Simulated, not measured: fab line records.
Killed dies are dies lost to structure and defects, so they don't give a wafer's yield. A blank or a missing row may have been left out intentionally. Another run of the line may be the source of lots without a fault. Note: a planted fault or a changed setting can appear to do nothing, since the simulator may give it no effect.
Matching of chambers -- flow gf180mcu -- GF_V4_CVD_00 on hdpcvd-01: 3 sister chambers
The step deposits SiO2, target thk 600 nm, time 100 s. 6 wafers are shown with their chamber, then 7 later ones without.

WAFERS PAIRED WITH THEIR CHAMBERS
wafer,chamber,sih4-flow-sccm (sccm)
L108.2,2,60.08
L122.1,1,59.86
L122.3,0,60.23
L122.6,2,59.95
L124.2,1,60.09
L124.3,0,59.98

WAFERS WITH NO CHAMBER GIVEN
wafer,sih4-flow-sccm (sccm)
L124.4,60.03
L127.2,60.07
L127.4,59.91
L127.5,59.93
L128.3,60.07
L128.4,60.10
L128.5,59.93

EACH ONE'S CHAMBER
wafer,from the rows above,in truth
L124.4,can't be placed: 2 or 1 or 0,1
L127.2,can't be placed: 0 or 2 or 1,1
L127.4,can't be placed: 1 or 2 or 0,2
L127.5,can't be placed: 1 or 2 or 0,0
L128.3,can't be placed: 0 or 2 or 1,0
L128.4,can't be placed: 0 or 2 or 1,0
L128.5,can't be placed: 1 or 2 or 0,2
0 of 7 placed correctly. Can't be placed from these rows: 7 (the true chamber is among the candidates in 7). Placed wrongly: 0.
How it was worked out, from the rows above alone: a wafer's distance from a chamber is the root of the sum, over the readings, of the square of ((its reading less the chamber's mean) divided by the reading's scatter). If the next closest chamber is less than 2 further off than the closest, the wafer can't be placed; otherwise it belongs to the closest. The mean given for a chamber averages the wafers shown for that chamber. The scatter: take each reading less its chamber's mean, square it, sum over the shown wafers, divide by the number of wafers less the number of chambers, and take the root.
